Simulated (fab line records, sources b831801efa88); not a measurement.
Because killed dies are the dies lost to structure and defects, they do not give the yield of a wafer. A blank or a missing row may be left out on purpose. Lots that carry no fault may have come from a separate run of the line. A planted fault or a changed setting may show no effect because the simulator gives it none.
Problem report, 8D (eight disciplines) form, completed by code -- flow sky130 -- the parts of the form that need people (team, actions taken, sign-off) are left out

## 1. PROBLEM STATEMENT
Wafers without a fault read 1.25e+13, standard deviation 1.3e+10; dose ions cm2 at SKY_LDD_LDN_IMPLANT_10 reads a mean of 1.92e+13 on 6 wafers belonging to 2 lots. So: +99 or more standard deviations from the usual mean.
Earliest sighting: wafer L476.2 on implanter-02 at day 24 08:14. At this step, 36 wafers from 12 lots have a number in the record. By rule, "out" or "out of limits" means more than 4 standard deviations away from the usual mean. The other wafers with a number count as sound.

## 2. WHAT IT IS, WHAT IT ISN'T
question,is,is not
which readings at this step,"dose ions cm2, faraday current uA",rotation deg
which lots,"L476, L478","L472, L473, L474, L486, L487, L490, L491, L492, L494, L495"
which wafers of those lots,all that have a number,-
read on which tools,implanter-02,implanter-03
when,from day 24 08:14,"up to then (9 sound wafers); but 21 sound wafers of L486, L487, L490, L491, L492, L494, L495 came after"

## 3. WHAT RULES OUT EACH SUSPECT
Counting: any tool at a process step up to the reading is kept as a suspect provided that every lot that is out went through it and no sound lot did after the first of them.
- implanter-02 at SKY_LDD_LDN_IMPLANT_10: ruled out as a lasting fault. After its first lot that is out, L476 (day 24 08:14), sound lots L486, L487, L491, L494, L495 ran on it.
Left after counting: nothing in the record.

## 4. THE CAUSE (what the simulator had put in)
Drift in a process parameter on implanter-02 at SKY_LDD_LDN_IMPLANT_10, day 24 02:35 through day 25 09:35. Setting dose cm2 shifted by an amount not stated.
Counting ruled it out, wrongly.

## 5. SEQUENCE OF EFFECTS, ordered by route
One row per reading whose mean, taken over the struck wafers that have a number, lies over 3 standard deviations from the usual. Scope: only readings with a usual standard deviation given in the record; hours: median across lots of the time from each lot's start at the first step in this table that gives one to its start at this step; sigmas: change in usual standard deviations.
hours,step,reading,usual,on struck wafers,change,sigmas
0,SKY_LDD_LDN_IMPLANT_10,dose ions cm2,1.25e+13,1.92e+13,+6.66e+12,+99 or more
0,SKY_LDD_LDN_IMPLANT_10,faraday current uA,70.5,107.0,+36.5,+24
Here are the process steps it includes:
- SKY_LDD_LDN_IMPLANT_10
Later measuring or inspecting steps at which every struck wafer that the step has a row for has a number for every such reading, and none has moved that far: SKY_CONTACT_BOW_MEAS_05, SKY_METAL2_RS_MEAS_05.

## 6. WHAT WOULD HAVE CAUGHT IT SOONER
The fault began at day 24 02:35; the first out-of-limits reading in this record came at day 24 08:14, 6 hours later.
